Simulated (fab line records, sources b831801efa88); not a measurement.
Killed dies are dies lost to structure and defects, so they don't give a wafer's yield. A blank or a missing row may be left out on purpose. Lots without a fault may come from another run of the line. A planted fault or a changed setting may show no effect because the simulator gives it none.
fab line records | flow sky130
record lots=13 wafers=36 last_day=51
route steps=708 shown POLY_GATE@227 LDD_P@265 LDD_HVN@274 PAD_OPEN@708
lots that met no fault: from a run of the same line without faults
start_h: hours from the record's first day to the start of the lot's first wafer shown | wait_h: hours since the lot's step before | " the same as in the row above | L1.1+2: a row that stands for several wafers | - no value, or no start given | * or withheld: withheld | < > ~ a bound
route shown NAME@n: a module of which the file shows steps, and the number in the route of the first | usual: mean/standard deviation of fault-free wafers | same: alike in all rows | chamber/n: place in a boat | sites: the reading at each site | _std_site: their standard deviation | _edge_site: outer sites' mean less inner sites' | radius_mm: how far each site lies from the wafer's centre | mask NAME#n: copy n | behind: the tool/chamber that last shaped the wafer | hold: why the lot was held/for how many hours/how that ended | device: the transistor (n, p or np) that didn't switch | end of line: the same wafers' tests at the end of the route | a step without rows: its recipe alone | killed: dies lost to structure and defects at the first sort, not the wafer's yield | map: a wafer's dies, x killed, . not, _ none there
set.NAME: the setting as run; set.NAME@STEP: as run at that earlier step | model.NAME: the simulator's own value behind a step, which no gauge read
steps of the route over a sample of lots; a table a step, a row a wafer
services: from which hour (start_h, from the record's first day; less than 0 if before it) a tool's chamber was out of use, for how many hours, and why
## steps
# step SKY_POLY_GATE_CD_MEAS_13
# recipe target_cd_nm=150
# usual cd_nm=149.6/1.6
# columns lot.wafer tool chamber start_h wait_h cd_nm
L189.1 cd_sem-01 - 399.22 - 150.8
L189.4 " - " " 149.5
L189.6 " - " " 150.7
L190.1 cd_sem-01 - 406.60 - 149.7
L190.2 " - " " 150.8
L190.6 " - " " 150.9
L191.1 cd_sem-02 - 418.22 - 147.2
L191.4 " - " " 148.1
L191.6 " - " " 148.4
L192.4 cd_sem-02 - 423.13 - 145.8
L192.5 " - " " 145.2
L192.6 " - " " 145.1
L196.4 cd_sem-02 - 459.16 - 149.8
L198.1 cd_sem-02 - 482.30 - 149.4
L198.2 " - " " 151.0
L198.3 " - " " 150.5
L199.4 cd_sem-01 - 485.53 - 148.5
L199.6 " - " " 149.9
L204.1 cd_sem-01 - 532.00 - 148.1
L204.2 " - " " 149.0
L204.5 " - " " 148.5
L205.3 cd_sem-01 - 535.74 - 151.5
L205.4 " - " " 151.6
L205.5 " - " " 151.4
L206.1 cd_sem-01 - 540.92 - 150.4
L206.3 " - " " 150.2
L206.6 " - " " 150.7
L208.1 cd_sem-02 - 567.07 - 149.2
L208.4 " - " " 149.8
L208.6 " - " " 149.0
L209.3 cd_sem-01 - 569.26 - 150.9
L209.5 " - " " 151.6
L209.6 " - " " 151.0
L210.2 cd_sem-01 - 572.19 - 147.9
L210.3 " - " " 148.9
L210.6 " - " " 149.3
# step SKY_LDD_P_STRIP_10
# recipe chemistry=O2/N2 power_w=1400 pressure_mtorr=1500 platen_temp_c=withheld o2_flow_sccm=3000 n2_flow_sccm=300 overash_fraction=0.5
# usual drypump_motor_current_A=5.6/0.37 oes_product_au=0.716/0.0043 strip_time_to_endpoint_s=14.18/0.04
# columns lot.wafer tool chamber start_h wait_h drypump_motor_current_A oes_product_au rf_hours_counter_h strip_time_to_endpoint_s
L189.1 plasma_asher-04 1 463.90 0.1 6.3 0.717 75 14.19
L189.4 " 1 " " 6.3 0.717 - 14.24
L189.6 " 1 " " 6.3 0.715 - 14.18
L190.1 plasma_asher-01 0 474.02 0.1 5.2 0.709 4 14.22
L190.2 " 1 " " 5.8 0.711 4 14.21
L190.6 " 1 " " 5.7 0.718 - 14.21
L191.1 plasma_asher-01 0 485.87 0.1 5.2 0.712 5 14.16
L191.4 " 1 " " 5.7 0.720 - 14.22
L191.6 " 1 " " 5.7 0.716 - 14.23
L192.4 plasma_asher-01 0 490.14 0.1 5.2 0.718 - 14.18
L192.5 " 1 " " 5.8 0.708 - 14.14
L192.6 " 0 " " 5.2 0.712 - 14.18
L196.4 plasma_asher-04 0 529.80 0.1 5.6 0.718 - 14.12
L198.1 plasma_asher-03 0 547.00 0.1 5.3 0.712 41 14.20
L198.2 " 1 " " 5.3 0.712 41 14.15
L198.3 " 1 " " 5.2 0.719 - 14.17
L199.4 plasma_asher-01 1 549.54 0.1 5.8 0.714 - 14.14
L199.6 " 0 " " 5.2 0.714 - 14.18
L204.1 plasma_asher-01 1 595.95 0.1 5.7 0.714 17 14.17
L204.2 " 0 " " 5.2 0.712 17 14.17
L204.5 " 0 " " 5.2 0.715 - 14.17
L205.3 plasma_asher-01 1 600.69 0.1 5.7 0.717 - 14.27
L205.4 " 0 " " 5.2 0.715 - 14.26
L205.5 " 1 " " 5.7 0.713 - 14.24
L206.1 plasma_asher-01 0 604.87 0.1 5.2 0.718 18 14.20
L206.3 " 1 " " 5.8 0.720 - 14.24
L206.6 " 1 " " 5.8 0.710 - 14.18
L208.1 plasma_asher-04 0 631.30 0.1 5.6 0.720 91 14.15
L208.4 " 0 " " 5.6 0.713 - 14.14
L208.6 " 1 " " 6.3 0.712 - 14.16
L209.3 plasma_asher-01 0 633.74 0.1 5.2 0.715 - 14.19
L209.5 " 1 " " 5.8 0.713 - 14.18
L209.6 " 0 " " 5.2 0.716 - 14.23
L210.2 plasma_asher-01 1 636.26 0.1 5.7 0.718 21 14.19
L210.3 " 1 " " 5.7 0.716 - 14.15
L210.6 " 1 " " 5.8 0.714 - 14.15
# step SKY_LDD_HVN_OVL_MEAS_07
# usual LDD_HVN_OVL=-0.3/1.3
# columns lot.wafer tool chamber start_h wait_h LDD_HVN_OVL[nm]
L189.1 overlay-01 - 494.77 0.1 1.5
L189.4 " - " " -1.5
L189.6 " - " " -0.8
L190.1 overlay-02 - 505.17 0.1 0.9
L190.2 " - " " -0.2
L190.6 " - " " -1.5
L191.1 overlay-02 - 516.67 0.1 -1.7
L191.4 " - " " -1.7
L191.6 " - " " -1.5
L192.4 overlay-02 - 521.39 0.1 0.7
L192.5 " - " " 1.9
L192.6 " - " " 0.3
L196.4 overlay-02 - 560.82 0.1 0.6
L198.1 overlay-01 - 578.05 0.1 -4.5
L198.2 " - " " -0.6
L198.3 " - " " -2.2
L199.4 overlay-01 - 579.62 0.1 -2.6
L199.6 " - " " -0.2
L204.1 overlay-02 - 626.60 0.1 -1.6
L204.2 " - " " -3.9
L204.5 " - " " -0.5
L205.3 overlay-01 - 631.36 0.1 -2.5
L205.4 " - " " -1.5
L205.5 " - " " 0.4
L206.1 overlay-02 - 634.86 0.1 1.6
L206.3 " - " " 2.3
L206.6 " - " " -0.5
L208.1 overlay-02 - 660.67 0.1 0.8
L208.4 " - " " -2.0
L208.6 " - " " -1.6
L209.3 overlay-02 - 663.88 0.1 -0.7
L209.5 " - " " -1.9
L209.6 " - " " 0.1
L210.2 overlay-02 - 665.86 0.1 -0.1
L210.3 " - " " 0.1
L210.6 " - " " 0.0
# step SKY_LDD_HVN_IMPLANT_08
# recipe species=P energy_kev=60 dose_cm2=3e+13 tilt_deg=40
# usual beam_on_s=10.00/0.2 dose_ions_cm2=3e+13/3.1e+10 faraday_current_uA=169/3.4
# columns lot.wafer tool chamber start_h wait_h beam_on_s dose_ions_cm2 faraday_current_uA
L189.1 implanter-03 0 494.80 0.0 9.96 3e+13 170
L189.4 " 0 " " 10.20 2.999e+13 166
L189.6 " 0 " " 9.79 3.003e+13 173
L190.1 implanter-04 0 505.20 0.0 9.79 3e+13 173
L190.2 " 0 " " 10.02 2.999e+13 170
L190.6 " 0 " " 9.99 2.995e+13 170
L191.1 implanter-03 0 516.70 0.0 10.26 2.999e+13 165
L191.4 " 0 " " 9.88 2.995e+13 172
L191.6 " 0 " " 10.42 2.996e+13 162
L192.4 implanter-01 0 521.48 0.1 9.94 2.999e+13 170
L192.5 " 0 " " 9.91 3.002e+13 171
L192.6 " 0 " " 10.08 3.002e+13 167
L196.4 implanter-01 0 560.91 0.1 10.90 3.001e+13 155
L198.1 implanter-03 0 578.09 0.0 9.81 3.001e+13 173
L198.2 " 0 " " 9.96 3.004e+13 170
L198.3 " 0 " " 9.86 3.004e+13 172
L199.4 implanter-01 0 579.71 0.1 11.07 2.999e+13 153
L199.6 " 0 " " 11.06 3e+13 153
L204.1 implanter-03 0 626.64 0.0 9.95 2.995e+13 170
L204.2 " 0 " " 9.67 2.999e+13 175
L204.5 " 0 " " 9.71 2.999e+13 175
L205.3 implanter-04 0 631.44 0.1 10.08 3.005e+13 168
L205.4 " 0 " " 10.25 3e+13 165
L205.5 " 0 " " 9.95 3.007e+13 169
L206.1 implanter-01 0 634.90 0.0 10.47 3.003e+13 162
L206.3 " 0 " " 10.16 2.999e+13 168
L206.6 " 0 " " 9.72 3e+13 173
L208.1 implanter-04 0 660.70 0.0 10.35 3.001e+13 163
L208.4 " 0 " " 10.33 3.005e+13 164
L208.6 " 0 " " 9.99 3.003e+13 169
L209.3 implanter-01 0 663.95 0.1 9.70 3.001e+13 174
L209.5 " 0 " " 9.66 3e+13 175
L209.6 " 0 " " 10.04 3.002e+13 168
L210.2 implanter-01 0 665.91 0.0 10.14 2.998e+13 167
L210.3 " 0 " " 9.91 3.003e+13 172
L210.6 " 0 " " 9.71 3.002e+13 174
# step SKY_LDD_HVN_TW_MEAS_10
# usual LDD_HVN_TW=1431/12
# columns lot.wafer tool chamber start_h wait_h LDD_HVN_TW
L189.1 film_metro-01 - 495.05 0.1 1426
L189.4 " - " " 1427
L189.6 " - " " 1420
L190.1 film_metro-01 - 505.45 0.1 1416
L190.2 " - " " 1416
L190.6 " - " " 1419
L191.1 film_metro-01 - 516.95 0.1 1410
L191.4 " - " " 1413
L191.6 " - " " 1417
L192.4 film_metro-03 - 521.68 0.1 1443
L192.5 " - " " 1430
L192.6 " - " " 1437
L196.4 film_metro-03 - 561.12 0.1 1469
L198.1 film_metro-04 - 578.34 0.1 1438
L198.2 " - " " 1443
L198.3 " - " " 1437
L199.4 film_metro-03 - 579.92 0.1 1471
L199.6 " - " " 1473
L204.1 film_metro-01 - 626.89 0.1 1419
L204.2 " - " " 1415
L204.5 " - " " 1419
L205.3 film_metro-01 - 631.66 0.1 1415
L205.4 " - " " 1419
L205.5 " - " " 1414
L206.1 film_metro-01 - 635.15 0.1 1417
L206.3 " - " " 1422
L206.6 " - " " 1421
L208.1 film_metro-03 - 660.95 0.1 1438
L208.4 " - " " 1435
L208.6 " - " " 1432
L209.3 film_metro-04 - 664.17 0.1 1440
L209.5 " - " " 1443
L209.6 " - " " 1444
L210.2 film_metro-04 - 666.15 0.1 1437
L210.3 " - " " 1450
L210.6 " - " " 1453
# step SKY_PAD_OPEN_PROBE_99
# usual killed_at_M0_to_M3=43/7.3 killed_at_M4_up=3.4/2.1 killed_at_contacts=24/5.9 killed_at_front_end=14/4 killed_at_other=0.3/0.54 killed_dies=85/10 killed_on_rim=17/3.7 killed_open=46/7.7 killed_short=38/6
# same gross_dies=492 killed_at_back_side=0
# columns lot.wafer tool chamber start_h wait_h killed_at_M0_to_M3 killed_at_M4_up killed_at_contacts killed_at_front_end killed_at_other killed_dies killed_on_rim killed_open killed_short
L189.1 prober-01 - 1106.29 0.1 38 9 15 11 0 73 15 43 30
L189.4 prober-01 - 1106.44 0.2 52 2 22 15 0 91 17 48 43
L189.6 prober-01 - 1106.54 0.2 29 2 20 11 1 63 8 33 30
L190.1 prober-01 - 1119.74 0.1 47 0 26 19 2 94 18 57 37
L190.2 prober-01 - 1119.79 0.1 41 2 28 14 0 85 14 48 37
L190.6 prober-01 - 1119.99 0.2 48 7 34 11 0 100 22 45 55
L191.1 prober-02 - 1127.34 0.1 46 4 29 17 0 96 19 47 49
L191.4 prober-02 - 1127.49 0.2 55 4 23 11 0 93 17 60 33
L191.6 prober-02 - 1127.59 0.2 45 3 23 14 0 85 20 48 37
L192.4 prober-01 - 1128.37 0.2 41 8 18 11 0 78 18 51 27
L192.5 prober-01 - 1128.42 0.2 35 2 17 16 0 70 11 38 32
L192.6 prober-01 - 1128.47 0.2 51 4 22 8 0 85 15 51 34
L196.4 prober-01 - 1152.29 0.2 37 1 27 14 0 79 16 39 40
L198.1 prober-01 - 1164.12 0.1 43 0 22 17 0 82 18 47 35
L198.2 prober-01 - 1164.17 0.1 43 4 17 19 2 85 16 46 37
L198.3 prober-01 - 1164.22 0.2 29 4 18 11 0 62 13 38 24
L199.4 prober-02 - 1164.62 0.2 45 2 25 12 0 84 17 46 38
L199.6 prober-02 - 1164.72 0.2 29 1 37 15 0 82 16 46 36
L204.1 prober-01 - 1196.65 0.1 49 3 28 7 1 88 17 50 37
L204.2 prober-01 - 1196.70 0.1 31 2 34 15 0 82 11 49 33
L204.5 prober-01 - 1196.85 0.2 40 3 37 14 1 95 18 56 39
L205.3 prober-02 - 1198.03 0.2 42 8 35 12 0 97 25 61 36
L205.4 prober-02 - 1198.08 0.2 54 3 20 11 0 88 23 51 37
L205.5 prober-02 - 1198.13 0.2 40 2 26 11 0 79 15 51 28
L206.1 prober-01 - 1200.59 0.1 50 4 28 15 0 97 16 44 53
L206.3 prober-01 - 1200.69 0.2 39 1 35 16 0 91 16 60 31
L206.6 prober-01 - 1200.84 0.2 46 0 26 13 1 86 17 54 31
L208.1 prober-01 - 1210.49 0.1 35 4 21 9 1 70 11 28 41
L208.4 prober-01 - 1210.64 0.2 37 8 16 17 0 78 12 43 34
L208.6 prober-01 - 1210.74 0.2 40 2 30 10 0 82 23 46 35
L209.3 prober-02 - 1213.73 0.2 57 10 27 16 0 110 21 63 47
L209.5 prober-02 - 1213.83 0.2 50 5 20 12 0 87 17 43 44
L209.6 prober-02 - 1213.88 0.2 34 3 18 17 1 73 15 34 39
L210.2 prober-02 - 1214.89 0.1 49 2 23 10 0 84 21 45 38
L210.3 prober-02 - 1214.94 0.2 36 0 26 15 0 77 19 47 28
L210.6 prober-02 - 1215.09 0.2 46 1 23 11 0 81 16 43 36
# killed by level:class
L189.1 VIA1:geometric_particle:open=10 VIA3:geometric_particle:open=8 METAL4:geometric_particle:short=7 LI_CONTACT:geometric_particle:open=6 FIELD_ISO:geometric_particle:open=5 METAL2:geometric_particle:short=5 CONTACT:geometric_particle:open=4 POLY_GATE:geometric_particle:open=3
L189.4 VIA1:geometric_particle:open=10 METAL1:geometric_particle:short=9 VIA3:geometric_particle:open=9 CONTACT:geometric_particle:short=8 CONTACT:geometric_particle:open=6 VIA1:geometric_particle:short=5 POLY_GATE:geometric_particle:short=4 VIA2:geometric_particle:open=4
L189.6 VIA3:geometric_particle:open=7 CONTACT:geometric_particle:open=7 VIA1:geometric_particle:open=7 POLY_GATE:geometric_particle:short=6 CONTACT:geometric_particle:short=5 LOCAL_INTERCONNECT:geometric_particle:short=4 VIA1:geometric_particle:short=4 METAL2:geometric_particle:short=3
L190.1 METAL1:geometric_particle:short=11 CONTACT:geometric_particle:open=10 LI_CONTACT:geometric_particle:open=10 POLY_GATE:geometric_particle:open=8 VIA3:geometric_particle:open=8 VIA1:geometric_particle:open=8 VIA2:geometric_particle:open=7 VIA1:geometric_particle:short=4
L190.2 VIA1:geometric_particle:open=15 LI_CONTACT:geometric_particle:open=9 VIA2:geometric_particle:open=8 CONTACT:geometric_particle:open=7 CONTACT:geometric_particle:short=5 METAL2:geometric_particle:short=5 VIA1:geometric_particle:short=4 POLY_GATE:geometric_particle:short=4
L190.6 CONTACT:geometric_particle:open=13 METAL1:geometric_particle:short=9 CONTACT:geometric_particle:short=7 LI_CONTACT:geometric_particle:open=6 VIA1:geometric_particle:short=6 VIA1:geometric_particle:open=6 METAL4:geometric_particle:short=6 VIA3:geometric_particle:short=5
L191.1 VIA1:geometric_particle:open=14 VIA2:geometric_particle:open=10 LOCAL_INTERCONNECT:geometric_particle:short=7 CONTACT:geometric_particle:short=7 CONTACT:geometric_particle:open=7 LI_CONTACT:geometric_particle:open=5 METAL2:geometric_particle:short=5 VIA2:geometric_particle:short=5
L191.4 CONTACT:geometric_particle:open=13 VIA1:geometric_particle:open=11 VIA3:geometric_particle:open=10 VIA1:geometric_particle:short=6 VIA2:geometric_particle:open=6 LI_CONTACT:geometric_particle:open=5 METAL1:geometric_particle:short=5 METAL3:geometric_particle:short=5
L191.6 METAL1:geometric_particle:short=12 VIA1:geometric_particle:open=10 CONTACT:geometric_particle:open=10 LI_CONTACT:geometric_particle:open=7 VIA3:geometric_particle:open=7 METAL2:geometric_particle:short=6 FIELD_ISO:geometric_particle:short=5 FIELD_ISO:geometric_particle:open=4
L192.4 VIA1:geometric_particle:open=12 VIA3:geometric_particle:open=10 LI_CONTACT:geometric_particle:open=9 METAL4:geometric_particle:short=6 METAL2:geometric_particle:short=5 FIELD_ISO:geometric_particle:open=4 FIELD_ISO:geometric_particle:short=3 POLY_GATE:geometric_particle:open=3
L192.5 VIA3:geometric_particle:open=7 VIA2:geometric_particle:open=7 FIELD_ISO:geometric_particle:open=6 CONTACT:geometric_particle:open=5 VIA1:geometric_particle:short=5 POLY_GATE:geometric_particle:short=4 LI_CONTACT:geometric_particle:open=4 LI_CONTACT:geometric_particle:short=3
L192.6 VIA1:geometric_particle:open=13 CONTACT:geometric_particle:open=8 VIA3:geometric_particle:open=7 VIA2:geometric_particle:open=6 METAL2:geometric_particle:short=6 VIA3:geometric_particle:short=6 CONTACT:geometric_particle:short=5 METAL1:geometric_particle:open=4
L196.4 VIA1:geometric_particle:open=8 LI_CONTACT:geometric_particle:open=7 LOCAL_INTERCONNECT:geometric_particle:short=7 CONTACT:geometric_particle:open=6 VIA1:geometric_particle:short=6 VIA2:geometric_particle:open=5 METAL2:geometric_particle:short=5 FIELD_ISO:geometric_particle:short=4
L198.1 VIA1:geometric_particle:open=12 LI_CONTACT:geometric_particle:open=7 CONTACT:geometric_particle:open=7 VIA1:geometric_particle:short=6 POLY_GATE:geometric_particle:open=5 METAL1:geometric_particle:short=5 FIELD_ISO:geometric_particle:short=4 LOCAL_INTERCONNECT:geometric_particle:short=4
L198.2 VIA1:geometric_particle:open=9 POLY_GATE:geometric_particle:short=7 VIA2:geometric_particle:open=7 FIELD_ISO:geometric_particle:open=6 LI_CONTACT:geometric_particle:open=6 VIA3:geometric_particle:open=6 LOCAL_INTERCONNECT:geometric_particle:short=5 METAL2:geometric_particle:short=5
L198.3 CONTACT:geometric_particle:open=9 VIA2:geometric_particle:open=9 LI_CONTACT:geometric_particle:open=5 POLY_GATE:geometric_particle:open=4 VIA1:geometric_particle:short=4 VIA1:geometric_particle:open=4 VIA3:geometric_particle:open=4 METAL4:geometric_particle:short=4
L199.4 VIA1:geometric_particle:open=9 CONTACT:geometric_particle:open=9 METAL1:geometric_particle:short=7 METAL2:geometric_particle:short=7 LI_CONTACT:geometric_particle:open=6 CONTACT:geometric_particle:short=6 VIA2:geometric_particle:open=5 POLY_GATE:geometric_particle:short=3
L199.6 CONTACT:geometric_particle:open=17 LI_CONTACT:geometric_particle:open=8 FIELD_ISO:geometric_particle:short=7 VIA2:geometric_particle:open=7 VIA1:geometric_particle:open=5 METAL2:geometric_particle:short=5 POLY_GATE:geometric_particle:short=4 LI_CONTACT:geometric_particle:short=4
L204.1 VIA1:geometric_particle:open=15 CONTACT:geometric_particle:open=15 VIA2:geometric_particle:open=7 VIA3:geometric_particle:open=7 METAL1:geometric_particle:short=5 POLY_GATE:geometric_particle:short=4 LI_CONTACT:geometric_particle:open=4 LOCAL_INTERCONNECT:geometric_particle:short=4
L204.2 CONTACT:geometric_particle:open=14 VIA1:geometric_particle:open=8 CONTACT:geometric_particle:short=7 LI_CONTACT:geometric_particle:open=6 VIA3:geometric_particle:open=6 POLY_GATE:geometric_particle:open=5 LOCAL_INTERCONNECT:geometric_particle:short=5 METAL2:geometric_particle:short=4
L204.5 CONTACT:geometric_particle:open=14 LI_CONTACT:geometric_particle:open=13 VIA1:geometric_particle:open=9 METAL1:geometric_particle:short=7 VIA2:geometric_particle:open=5 FIELD_ISO:geometric_particle:short=4 LOCAL_INTERCONNECT:geometric_particle:short=4 METAL2:geometric_particle:short=4
L205.3 CONTACT:geometric_particle:open=16 VIA1:geometric_particle:open=10 VIA2:geometric_particle:open=10 LI_CONTACT:geometric_particle:open=7 VIA1:geometric_particle:short=7 CONTACT:geometric_particle:short=6 METAL4:geometric_particle:short=6 VIA3:geometric_particle:open=5
L205.4 VIA1:geometric_particle:open=17 VIA3:geometric_particle:open=9 LI_CONTACT:geometric_particle:open=7 VIA2:geometric_particle:open=6 CONTACT:geometric_particle:open=6 METAL2:geometric_particle:short=6 METAL1:geometric_particle:short=5 FIELD_ISO:geometric_particle:short=4
L205.5 CONTACT:geometric_particle:open=12 VIA1:geometric_particle:open=9 LI_CONTACT:geometric_particle:open=8 METAL1:geometric_particle:short=7 VIA2:geometric_particle:open=7 METAL2:geometric_particle:open=5 FIELD_ISO:geometric_particle:short=4 FIELD_ISO:geometric_particle:open=4
L206.1 VIA3:geometric_particle:open=9 METAL2:geometric_particle:short=8 VIA2:geometric_particle:open=7 LI_CONTACT:geometric_particle:short=6 CONTACT:geometric_particle:short=6 CONTACT:geometric_particle:open=6 VIA1:geometric_particle:open=6 FIELD_ISO:geometric_particle:short=5
L206.3 LI_CONTACT:geometric_particle:open=13 VIA1:geometric_particle:open=13 CONTACT:geometric_particle:open=11 FIELD_ISO:geometric_particle:open=5 VIA1:geometric_particle:short=5 VIA2:geometric_particle:open=5 VIA3:geometric_particle:open=5 FIELD_ISO:geometric_particle:short=4
L206.6 VIA1:geometric_particle:open=15 CONTACT:geometric_particle:open=10 VIA3:geometric_particle:open=10 VIA2:geometric_particle:open=7 LI_CONTACT:geometric_particle:open=6 CONTACT:geometric_particle:short=6 LOCAL_INTERCONNECT:geometric_particle:short=3 METAL1:geometric_particle:short=3
L208.1 CONTACT:geometric_particle:short=7 METAL1:geometric_particle:short=7 VIA1:geometric_particle:open=6 METAL2:geometric_particle:short=5 POLY_GATE:geometric_particle:short=4 LI_CONTACT:geometric_particle:open=4 VIA2:geometric_particle:short=4 VIA2:geometric_particle:open=4
L208.4 VIA1:geometric_particle:open=7 VIA3:geometric_particle:open=7 CONTACT:geometric_particle:open=6 METAL4:geometric_particle:short=6 METAL1:geometric_particle:short=5 VIA2:geometric_particle:open=5 FIELD_ISO:geometric_particle:open=4 LOCAL_INTERCONNECT:geometric_particle:short=4
L208.6 LI_CONTACT:geometric_particle:open=8 CONTACT:geometric_particle:short=8 CONTACT:geometric_particle:open=7 VIA2:geometric_particle:open=6 VIA3:geometric_particle:open=6 VIA1:geometric_particle:open=5 POLY_GATE:geometric_particle:open=4 METAL1:geometric_particle:short=4
L209.3 CONTACT:geometric_particle:open=15 VIA2:geometric_particle:open=11 VIA1:geometric_particle:open=10 METAL1:geometric_particle:short=9 METAL4:geometric_particle:short=8 VIA3:geometric_particle:open=7 POLY_GATE:geometric_particle:short=5 VIA1:geometric_particle:short=5
L209.5 METAL1:geometric_particle:short=9 VIA1:geometric_particle:open=8 LI_CONTACT:geometric_particle:open=7 METAL2:geometric_particle:short=7 VIA3:geometric_particle:open=7 CONTACT:geometric_particle:open=5 VIA2:geometric_particle:open=4 METAL3:geometric_particle:short=4
L209.6 VIA1:geometric_particle:open=9 CONTACT:geometric_particle:open=8 FIELD_ISO:geometric_particle:short=6 METAL1:geometric_particle:short=6 VIA2:geometric_particle:short=5 POLY_GATE:geometric_particle:open=4 CONTACT:geometric_particle:short=4 VIA3:geometric_particle:open=4
L210.2 VIA1:geometric_particle:open=9 VIA2:geometric_particle:open=8 METAL1:geometric_particle:short=7 LI_CONTACT:geometric_particle:open=6 CONTACT:geometric_particle:open=6 VIA3:geometric_particle:open=5 POLY_GATE:geometric_particle:open=4 LOCAL_INTERCONNECT:geometric_particle:short=4
L210.3 VIA1:geometric_particle:open=15 CONTACT:geometric_particle:open=9 LI_CONTACT:geometric_particle:short=6 VIA3:geometric_particle:open=6 LI_CONTACT:geometric_particle:open=5 VIA2:geometric_particle:open=4 POLY_GATE:geometric_particle:short=3 CONTACT:geometric_particle:short=3
L210.6 VIA1:geometric_particle:open=13 CONTACT:geometric_particle:open=9 VIA3:geometric_particle:short=6 VIA2:geometric_particle:open=6 VIA3:geometric_particle:open=5 LI_CONTACT:geometric_particle:open=4 LOCAL_INTERCONNECT:geometric_particle:short=4 CONTACT:geometric_particle:short=4
## services
# columns tool chamber start_h hours kind
implanter-04 - 457.26 1.4 repair
plasma_asher-01 - 460.18 0.7 repair
implanter-03 - 461.51 1.9 repair
implanter-01 - 494.15 5.1 repair
implanter-03 - 567.07 2.5 repair
plasma_asher-03 - 568.59 2.1 repair
plasma_asher-03 - 577.21 2.8 pm
plasma_asher-03 - 597.64 15.6 pm
plasma_asher-04 - 598.32 3.7 repair
implanter-04 - 625.46 3.4 pm
implanter-03 - 644.38 15.8 repair
implanter-04 - 656.61 2.4 repair
## key
first_sign step=SKY_LDD_HVN_IMPLANT_08 reading=beam_on_s direction=up sigmas=5 usual=10.00 struck=11.01
effect step=SKY_LDD_HVN_IMPLANT_08 reading=faraday_current_uA direction=down sigmas=4.6 usual=169 struck=153
effect step=SKY_LDD_HVN_TW_MEAS_10 reading=LDD_HVN_TW direction=up sigmas=3.4 usual=1431 struck=1471
met_at SKY_LDD_HVN_IMPLANT_08
struck_lots L196,L199
tester_left_out L196,L199
not_acting_at SKY_POLY_GATE_CD_MEAS_13,SKY_LDD_P_STRIP_10,SKY_LDD_HVN_OVL_MEAS_07
onset_between 521.48 560.91
fault kind=process_parameter_drift tool=implanter-01 chamber=- onset_h=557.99 steps=SKY_LDD_HVN_IMPLANT_08 channel=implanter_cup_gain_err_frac offset=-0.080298 shape=step end_h=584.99
# tester_left_out: of these lots the tester's yield and bins aren't shown, on N5 and GAA mostly nor the transistor test; their killed dies are dies lost to structure and defects alone, not to doping, threshold or leakage, so they don't give the yield
